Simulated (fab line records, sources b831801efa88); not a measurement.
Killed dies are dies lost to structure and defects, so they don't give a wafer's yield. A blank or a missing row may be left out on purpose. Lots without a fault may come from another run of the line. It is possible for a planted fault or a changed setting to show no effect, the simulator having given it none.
Matching of chambers    flow sky130    SKY_FIELD_ISO_ETCH_17 on rie si-01: 4 sister chambers
The step etches Si in HBr/Cl2/O2, target depth 342 nm, time 97.7 s. 14 wafers are shown with their chamber, then 7 later ones without.

== WAFERS PAIRED WITH THEIR CHAMBERS ==
wafer   chamber  drypump motor current A (A)  oes product au (a.u.)  throttle valve pct (%)
L248.2  3        5.58                         0.999                  25.664
L248.3  1        5.72                         0.999                  25.650
L248.4  1        5.71                         0.992                  25.662
L251.1  2        5.95                         1.011                  25.662
L251.3  1        5.71                         0.994                  25.657
L251.5  2        5.96                         1.012                  25.635
L258.1  3        5.54                         0.998                  25.655
L258.3  1        5.69                         0.978                  25.676
L258.5  1        5.71                         0.986                  25.669
L259.1  1        5.70                         0.999                  25.672
L259.4  2        5.95                         1.013                  25.639
L259.5  1        5.71                         0.990                  25.647
L260.1  0        5.41                         1.010                  25.649
L260.2  1        5.69                         0.995                  25.661

SIGNATURES (means of the wafers above)
reading                  chamber 0  chamber 1  chamber 2  chamber 3  scatter within a chamber
drypump motor current A  5.4100     5.7050     5.9533     5.5600     0.0129
oes product au           1.01000    0.99162    1.01200    0.99850    0.0059
throttle valve pct       25.64900   25.66175   25.64533   25.65950   0.011
Rule: for a wafer and a chamber, the distance is found by dividing, reading by reading, the gap between the wafer's reading and the chamber's mean by the reading's scatter, squaring, summing and taking the root. The wafer belongs to the nearest chamber; if the next one is less than 2 further off, it can't be placed. How the scatter is found: for the shown wafers, subtract from each reading the mean of its chamber, square and add these, divide the total by (wafers less chambers), then take the root.

== WAFERS WITH NO CHAMBER GIVEN ==
wafer   drypump motor current A (A)  oes product au (a.u.)  throttle valve pct (%)
L260.6  5.58                         1.014                  25.645
L268.1  5.68                         0.989                  25.656
L268.4  5.48                         1.005                  25.663
L268.6  5.92                         1.015                  25.647
L269.1  5.96                         1.012                  25.649
L269.2  5.60                         1.001                  25.661
L269.6  5.71                         0.984                  25.667

== WHICH CHAMBER EACH WENT THROUGH ==
wafer   from the rows above      in truth
L260.6  3                        3
L268.1  1                        1
L268.4  can't be placed: 0 or 3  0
L268.6  2                        2
L269.1  2                        2
L269.2  3                        3
L269.6  1                        1
6 of 7 placed correctly. Not placeable from these rows: 1 (in 1, the candidates include the true chamber). 0 placed wrongly.
